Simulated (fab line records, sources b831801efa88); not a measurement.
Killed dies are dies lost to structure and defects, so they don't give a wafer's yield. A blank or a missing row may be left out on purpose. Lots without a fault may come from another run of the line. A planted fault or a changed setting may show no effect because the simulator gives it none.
Which tool did it? | flow gf180mcu | 24 lots, 72 wafers sampled, at 5 steps of a route of 602

WHAT THE GAUGES READ, wafer by wafer
GF_M2_OVL_MEAS_15. Usual: M2_OVL 2 nm, standard deviation 5.8.
lot  | measured     | on         | M2_OVL (nm) | flag
L074 | day 19 01:20 | overlay-02 | -1 3 -3     |
L075 | day 19 10:26 | overlay-02 | -6 -9 -12   |
L076 | day 20 00:46 | overlay-02 | 8 1 4       |
L077 | day 20 07:29 | overlay-01 | -3 -12 -7   |
L078 | day 20 20:31 | overlay-01 | -2 5 15     |
L079 | day 21 03:59 | overlay-02 | 0 -1 7      |
L080 | day 21 14:53 | overlay-01 | 1 0 8       |
L081 | day 22 03:42 | overlay-02 | 5 -2 5      |
L082 | day 22 04:02 | overlay-02 | -4 7 8      |
L083 | day 22 21:08 | overlay-02 | 12 1 7      |
L084 | day 23 05:16 | overlay-01 | 12 5 9      |
L085 | day 23 06:35 | overlay-01 | 7 3 7       |
L086 | day 23 15:20 | overlay-01 | 10 9 7      |
L087 | day 23 22:12 | overlay-01 | 7 4 4       |
L088 | day 24 10:49 | overlay-02 | -1 -3 -5    |
L089 | day 24 16:25 | overlay-01 | -6 -2 -3    |
L090 | day 25 06:52 | overlay-01 | 3 13 5      |
L091 | day 25 08:34 | overlay-01 | 4 0 -2      |
L092 | day 25 14:19 | overlay-01 | 1 1 -4      |
L093 | day 26 00:28 | overlay-01 | -3 1 -6     |
L094 | day 26 09:06 | overlay-01 | 10 15 8     |
L095 | day 26 19:55 | overlay-01 | -3 -7 1     |
L096 | day 26 22:04 | overlay-01 | -6 1 1      |
L097 | day 27 00:56 | overlay-01 | -8 -1 -3    |

GF_V3_CD_MEAS_14: target cd 260 nm. Usual: cd_nm 259.7 nm, standard deviation 1.3.
lot  | measured     | on        | cd_nm (nm)        | flag
L074 | day 22 05:16 | cd_sem-02 | 262.0 261.6 261.7 |
L075 | day 22 14:07 | cd_sem-02 | 259.5 260.7 258.6 |
L076 | day 23 03:13 | cd_sem-02 | 258.5 260.4 259.9 |
L077 | day 23 10:55 | cd_sem-02 | 259.8 259.6 260.3 |
L078 | day 23 22:40 | cd_sem-01 | 259.1 260.1 259.7 |
L079 | day 24 05:53 | cd_sem-02 | 260.5 259.4 259.7 |
L080 | day 24 15:01 | cd_sem-02 | 259.0 258.1 260.3 |
L081 | day 25 02:37 | cd_sem-01 | 258.3 258.7 258.3 |
L082 | day 25 02:59 | cd_sem-01 | 258.2 258.5 258.5 |
L083 | day 25 22:05 | cd_sem-02 | 259.7 260.1 260.3 |
L084 | day 26 03:44 | cd_sem-02 | 259.2 260.3 260.6 |
L085 | day 26 05:16 | cd_sem-02 | 257.1 256.4 256.6 |
L086 | day 26 12:10 | cd_sem-01 | 258.8 259.8 259.3 |
L087 | day 26 21:13 | cd_sem-02 | 257.8 258.9 256.7 |
L088 | day 27 05:13 | cd_sem-02 | 259.8 260.2 260.1 |
L089 | day 27 11:04 | cd_sem-02 | 260.9 260.0 259.9 |
L090 | day 28 01:40 | cd_sem-01 | 260.7 261.9 262.1 |
L091 | day 28 03:25 | cd_sem-01 | 258.1 258.6 258.9 |
L092 | day 28 08:52 | cd_sem-01 | 263.2 261.8 261.8 |
L093 | day 28 17:27 | cd_sem-01 | 259.7 259.1 260.1 |
L094 | day 28 23:52 | cd_sem-02 | 260.6 260.7 258.6 |
L095 | day 29 10:04 | cd_sem-02 | 260.4 259.3 260.2 |
L096 | day 29 13:35 | cd_sem-01 | 260.5 260.6 259.8 |
L097 | day 29 15:13 | cd_sem-02 | 258.2 259.1 259.0 |

WHICH TOOL RAN EACH LOT (tool, then ch and the chambers of the sampled wafers, then the start)
lot  | GF_V1_ETCH_17                                 | GF_V1_CVD_23                  | GF_V2_SPUTTER_21
L074 | rie_diel-02 ch 1,2,3, day 18 00:41 or earlier | cvd_w-01 ch 0,1, day 18 00:41 | pvd_sputter-04, day 20 03:38
L075 | rie_diel-04 ch 0,2,3, day 18 09:17 or earlier | cvd_w-02 ch 0,1, day 18 09:17 | pvd_sputter-01, day 20 12:56
L076 | rie_diel-03 ch 1,2,3, day 18 23:48 or earlier | cvd_w-01 ch 0, day 18 23:48   | pvd_sputter-02, day 21 02:35
L077 | rie_diel-03 ch 1,3, day 19 06:06 or earlier   | cvd_w-01 ch 0,1, day 19 06:06 | pvd_sputter-01, day 21 10:20
L078 | rie_diel-04 ch 0,2,3, day 19 19:11 or earlier | cvd_w-02 ch 0,1, day 19 19:11 | pvd_sputter-02, day 21 22:52
L079 | rie_diel-02 ch 0,1,3, day 20 03:14 or earlier | cvd_w-02 ch 0,1, day 20 03:14 | pvd_sputter-02, day 22 05:44
L080 | rie_diel-02 ch 1,2,3, day 20 14:32 or earlier | cvd_w-02 ch 0,1, day 20 14:32 | pvd_sputter-04, day 22 16:26
L081 | rie_diel-03 ch 0,2,3, day 21 03:47 or earlier | cvd_w-02 ch 0,1, day 21 03:47 | pvd_sputter-04, day 23 04:46
L082 | rie_diel-02 ch 0,2, day 21 04:05 or earlier   | cvd_w-01 ch 0,1, day 21 04:05 | pvd_sputter-01, day 23 05:01
L083 | rie_diel-02 ch 0,3, day 21 21:01 or earlier   | cvd_w-02 ch 0,1, day 21 21:01 | pvd_sputter-01, day 23 21:47
L084 | rie_diel-04 ch 0,3, day 22 05:33 or earlier   | cvd_w-02 ch 0,1, day 22 05:33 | pvd_sputter-01, day 24 06:03
L085 | rie_diel-03 ch 0,2,3, day 22 07:05 or earlier | cvd_w-01 ch 1, day 22 07:05   | pvd_sputter-04, day 24 07:31
L086 | rie_diel-02 ch 0,1,3, day 22 15:50 or earlier | cvd_w-01 ch 0,1, day 22 15:50 | pvd_sputter-01, day 24 15:33
L087 | rie_diel-02 ch 0,1,3, day 22 23:35 or earlier | cvd_w-01 ch 0,1, day 22 23:35 | pvd_sputter-04, day 24 22:14
L088 | rie_diel-02 ch 0,1, day 23 12:17 or earlier   | cvd_w-02 ch 1, day 23 12:17   | pvd_sputter-01, day 25 09:27
L089 | rie_diel-03 ch 0,2,3, day 23 17:23 or earlier | cvd_w-01 ch 0,1, day 23 17:23 | pvd_sputter-04, day 25 16:31
L090 | rie_diel-02 ch 1,2,3, day 24 08:41 or earlier | cvd_w-01 ch 0,1, day 24 08:41 | pvd_sputter-04, day 26 07:00
L091 | rie_diel-04 ch 1,2,3, day 24 11:11 or earlier | cvd_w-01 ch 0, day 24 11:11   | pvd_sputter-01, day 26 08:14
L092 | rie_diel-03 ch 1,3, day 24 16:25 or earlier   | cvd_w-01 ch 0,1, day 24 16:25 | pvd_sputter-04, day 26 13:41
L093 | rie_diel-04 ch 0,2, day 25 02:07 or earlier   | cvd_w-01 ch 0,1, day 25 02:07 | pvd_sputter-04, day 26 23:27
L094 | rie_diel-02 ch 0,1, day 25 10:29 or earlier   | cvd_w-01 ch 0,1, day 25 10:29 | pvd_sputter-04, day 27 07:06
L095 | rie_diel-02 ch 1,2, day 25 22:39 or earlier   | cvd_w-01 ch 1, day 25 22:39   | pvd_sputter-01, day 27 17:58
L096 | rie_diel-04 ch 1,3, day 26 00:12 or earlier   | cvd_w-01 ch 0,1, day 26 00:12 | pvd_sputter-04, day 27 20:47
L097 | rie_diel-02 ch 1,2,3, day 26 04:03 or earlier | cvd_w-01 ch 0,1, day 26 04:03 | pvd_sputter-01, day 27 22:47
- GF_V1_ETCH_17: etches SiO2 in C4F8/O2/Ar, stops on TiN, target depth 630 nm.
- GF_V1_CVD_23: deposits W, target thk 350 nm, time 105.05 s.
- GF_V2_SPUTTER_21: material Ti, target thk 15 nm, time 80.02 s.

WHAT THE TOOLS THEMSELVES READ (means of the sampled wafers that have a number; where no wafer has one, the mark that the record gives instead)
GF_V1_ETCH_17. Usual: bias_w 1246 W, standard deviation 4; oes_product_au 0.857 a.u., standard deviation 0.0049.
lot  | tool        | bias_w (W) | oes_product_au (a.u.) | flag
L074 | rie_diel-02 | 1244       | 0.860                 |
L075 | rie_diel-04 | 1247       | 0.862                 |
L076 | rie_diel-03 | 1250       | 0.859                 |
L077 | rie_diel-03 | 1241       | 0.861                 |
L078 | rie_diel-04 | 1243       | 0.857                 |
L079 | rie_diel-02 | 1248       | 0.853                 |
L080 | rie_diel-02 | 1251       | 0.853                 |
L081 | rie_diel-03 | 1245       | 0.859                 |
L082 | rie_diel-02 | 1247       | 0.856                 |
L083 | rie_diel-02 | 1246       | 0.858                 |
L084 | rie_diel-04 | 1246       | 0.859                 |
L085 | rie_diel-03 | 1248       | 0.855                 |
L086 | rie_diel-02 | 1243       | 0.860                 |
L087 | rie_diel-02 | 1247       | 0.855                 |
L088 | rie_diel-02 | 1249       | 0.852                 |
L089 | rie_diel-03 | 1245       | 0.854                 |
L090 | rie_diel-02 | 1247       | 0.854                 |
L091 | rie_diel-04 | 1245       | 0.854                 |
L092 | rie_diel-03 | 1249       | 0.856                 |
L093 | rie_diel-04 | 1248       | 0.858                 |
L094 | rie_diel-02 | 1246       | 0.856                 |
L095 | rie_diel-02 | 1246       | 0.857                 |
L096 | rie_diel-04 | 1247       | 0.859                 |
L097 | rie_diel-02 | 1240       | 0.857                 |

GF_V1_CVD_23. Usual: heater_power_w 954 W, standard deviation 53.
lot  | tool     | heater_power_w (W) | flag
L074 | cvd_w-01 | 929                |
L075 | cvd_w-02 | 984                |
L076 | cvd_w-01 | 957                |
L077 | cvd_w-01 | 926                |
L078 | cvd_w-02 | 1011               |
L079 | cvd_w-02 | 1020               |
L080 | cvd_w-02 | 1003               |
L081 | cvd_w-02 | 981                |
L082 | cvd_w-01 | 922                |
L083 | cvd_w-02 | 1011               |
L084 | cvd_w-02 | 1032               |
L085 | cvd_w-01 | 898                |
L086 | cvd_w-01 | 921                |
L087 | cvd_w-01 | 947                |
L088 | cvd_w-02 | 951                |
L089 | cvd_w-01 | 934                |
L090 | cvd_w-01 | 952                |
L091 | cvd_w-01 | 976                |
L092 | cvd_w-01 | 925                |
L093 | cvd_w-01 | 912                |
L094 | cvd_w-01 | 914                |
L095 | cvd_w-01 | 920                |
L096 | cvd_w-01 | 953                |
L097 | cvd_w-01 | 923                |

GF_V2_SPUTTER_21. Usual: throttle_valve_pct 29.9 %, standard deviation 0.77.
lot  | tool           | throttle_valve_pct (%) | flag
L074 | pvd_sputter-04 | 30.2                   |
L075 | pvd_sputter-01 | 30.5                   |
L076 | pvd_sputter-02 | 30.2                   |
L077 | pvd_sputter-01 | 29.9                   |
L078 | pvd_sputter-02 | 29.5                   |
L079 | pvd_sputter-02 | 29.5                   |
L080 | pvd_sputter-04 | 29.9                   |
L081 | pvd_sputter-04 | 29.8                   |
L082 | pvd_sputter-01 | 30.2                   |
L083 | pvd_sputter-01 | 30.3                   |
L084 | pvd_sputter-01 | 30.0                   |
L085 | pvd_sputter-04 | 29.8                   |
L086 | pvd_sputter-01 | 30.2                   |
L087 | pvd_sputter-04 | 29.0                   |
L088 | pvd_sputter-01 | 29.7                   |
L089 | pvd_sputter-04 | 29.9                   |
L090 | pvd_sputter-04 | 29.7                   |
L091 | pvd_sputter-01 | 29.8                   |
L092 | pvd_sputter-04 | 29.9                   |
L093 | pvd_sputter-04 | 30.4                   |
L094 | pvd_sputter-04 | 29.7                   |
L095 | pvd_sputter-01 | 29.4                   |
L096 | pvd_sputter-04 | 29.7                   |
L097 | pvd_sputter-01 | 30.0                   |

THE ANSWER, worked out from the rows above alone
Rule: a lot is off if the mean of its wafers that have a number lies more than 3 standard deviations from the usual mean. A lot without any number at a reading at which 4 lots or more have one is off too. The other lots that the step has rows for count as sound. The gauges are gone through in route order, then the tools' own readings, and for those a lot's mean is taken as printed above. The first step at which some lot is off is used, and at that step the reading that is off furthest; a lot without a number counts as furthest.
No lot is off at any reading shown: from this, nothing can be told.

WHAT THE SIMULATOR HAD PUT IN
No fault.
